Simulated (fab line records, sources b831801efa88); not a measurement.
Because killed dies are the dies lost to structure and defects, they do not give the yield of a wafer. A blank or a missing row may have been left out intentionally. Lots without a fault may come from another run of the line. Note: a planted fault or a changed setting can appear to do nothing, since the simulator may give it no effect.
Chamber matching + flow gf180mcu + 4 sister chambers for GF_V3_CMP_04 on cmp-01
The step polishes SiO2. 8 wafers are shown with their chamber, then 7 later ones without.

WAFERS PAIRED WITH THEIR CHAMBERS
| wafer  | chamber | motorCurrentA (A) | platenRpm (rpm) |
|--------|---------|-------------------|-----------------|
| L606.6 | 2       | 12.2              | 60.02           |
| L608.1 | 2       | 12.9              | 59.97           |
| L618.1 | 0       | 11.0              | 59.99           |
| L622.1 | 3       | 12.7              | 60.02           |
| L622.3 | 1       | 11.9              | 60.09           |
| L622.6 | 1       | 11.7              | 60.04           |
| L624.1 | 3       | 12.8              | 60.01           |
| L624.2 | 0       | 11.0              | 60.00           |

WAFERS WITHOUT THEIR CHAMBER
| wafer  | motorCurrentA (A) | platenRpm (rpm) |
|--------|-------------------|-----------------|
| L624.5 | 10.5              | 60.01           |
| L625.3 | 11.0              | 59.97           |
| L625.4 | 12.6              | 60.05           |
| L625.5 | 11.1              | 59.99           |
| L628.1 | 13.2              | 60.01           |
| L628.3 | 11.9              | 59.98           |
| L628.4 | 10.7              | 59.99           |

EACH ONE'S CHAMBER
| wafer  | from the rows above               | in truth |
|--------|-----------------------------------|----------|
| L624.5 | 0                                 | 0        |
| L625.3 | 0                                 | 0        |
| L625.4 | can't be placed: 3 or 2 or 1      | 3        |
| L625.5 | 0                                 | 0        |
| L628.1 | can't be placed: 3 or 2           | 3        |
| L628.3 | can't be placed: 2 or 1 or 0 or 3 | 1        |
| L628.4 | 0                                 | 0        |
Correctly placed: 4 of 7. Unplaceable from these rows: 3, with the true chamber sitting among the candidates in 3. 0 placed wrongly.
How it was worked out, from the rows above alone: a wafer's distance from a chamber is the root of the sum, over the readings, of the square of ((its reading less the chamber's mean) divided by the reading's scatter). The wafer belongs to the nearest chamber; if the next one is less than 2 further off, it can't be placed. For every chamber, the mean is computed from those of its wafers that are shown. The scatter: the root of (the sum of the squares of (reading less its chamber's mean) over the shown wafers, divided by (wafers less chambers)).
